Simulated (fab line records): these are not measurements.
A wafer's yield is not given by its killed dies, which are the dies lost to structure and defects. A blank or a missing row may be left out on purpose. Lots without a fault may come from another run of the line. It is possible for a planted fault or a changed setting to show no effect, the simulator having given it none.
One fault seen from 2 desks + flow gf180mcu + each desk holds nothing but its own numbers, with what lay behind them at the end

AT THE METROLOGY DESK
Means of the sampled wafers that have a number, per lot and without regard to the tool the lot ran on: this is what the gauges read. The brackets show how far a lot's mean lies from the usual mean; more than 4 standard deviations puts the lot out of limits, marked OUT.
Columns: A = M1_ALCU_RS at GF_M1_RS_MEAS_05, usual 0.0696 ohm/sq; B = M2_ALCU_RS at GF_M2_RS_MEAS_05, usual 0.0694 ohm/sq; C = M2_ALCU_THK at GF_M2_THK_MEAS_06, usual 452 nm; D = V2_BOW at GF_V2_BOW_MEAS_05, usual 99 um
| lot  | first seen here | A      | B                | C              | D   |
|------|-----------------|--------|------------------|----------------|-----|
| L996 | day 15 22:08    | 0.0696 | 0.0687           | 456            | 104 |
| L997 | day 16 07:09    | 0.0689 | 0.0698           | 450            | 102 |
| L998 | day 16 13:59    | 0.0691 | 0.0692           | 453            | 97  |
| L999 | day 17 02:03    | 0.0692 | 0.0684           | 458            | 78  |
| L100 | day 17 07:07    | 0.0685 | 0.0696           | 452            | 108 |
| L104 | day 19 05:23    | 0.0693 | 0.0795 (+11) OUT | 406 (-7.2) OUT | 93  |
| L106 | day 20 18:01    | 0.0696 | 0.0810 (+12) OUT | 397 (-8.6) OUT | 93  |
| L108 | day 21 17:19    | 0.0696 | 0.0696           | 450            | 109 |
| L110 | day 21 19:11    | 0.0694 | 0.0696           | 451            | 99  |
| L114 | day 22 23:10    | 0.0695 | 0.0693           | 452            | 98  |
| L117 | day 23 14:51    | 0.0713 | 0.0698           | 448            | 99  |
This desk's finding: out of limits on L104, L106; first on L104, day 21 10:13 (M2_ALCU_RS at GF_M2_RS_MEAS_05). In limits: L996, L997, L998, L999, L100, L108, L110, L114, L117.

AT THE TOOL OWNER'S DESK: pvd sputter-01
The tool's own readings at GF_M2_SPUTTER_02 (material AlCu, target thk 450 nm, time 23.9 s): means of the sampled wafers that have a number, for each lot that ran on this tool. The brackets show how far a lot's mean lies from the usual mean; more than 4 standard deviations puts the lot out of limits, marked OUT.
Columns: A = chamber pressure pa at GF_M2_SPUTTER_02, usual 0.4001 Pa; B = throttle valve pct at GF_M2_SPUTTER_02, usual 29.5 %
| lot  | first seen here | A      | B    |
|------|-----------------|--------|------|
| L998 | day 18 15:12    | 0.3999 | 28.7 |
| L104 | day 21 10:08    | 0.3998 | 29.4 |
| L106 | day 22 20:10    | 0.4003 | 29.5 |
Finding of this desk: none of the 3 lots has anything out of limits.

ALL TOGETHER
At day 21 10:13 the metrology desk could have sounded an alarm, on L104, L106.
The desk of the tool owner found nothing out of limits.
On record at the tool owner's desk: L104, L106, within its limits.
The lots listed all ran GF_M2_SPUTTER_02 on pvd sputter-01.

WHAT HAD BEEN PUT IN BY THE SIMULATOR
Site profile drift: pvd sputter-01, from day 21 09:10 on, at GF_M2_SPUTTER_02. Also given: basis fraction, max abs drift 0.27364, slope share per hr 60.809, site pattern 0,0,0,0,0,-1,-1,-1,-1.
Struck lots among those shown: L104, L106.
Hours from the fault's start to each desk's first reading out of limits: the metrology desk, 1.
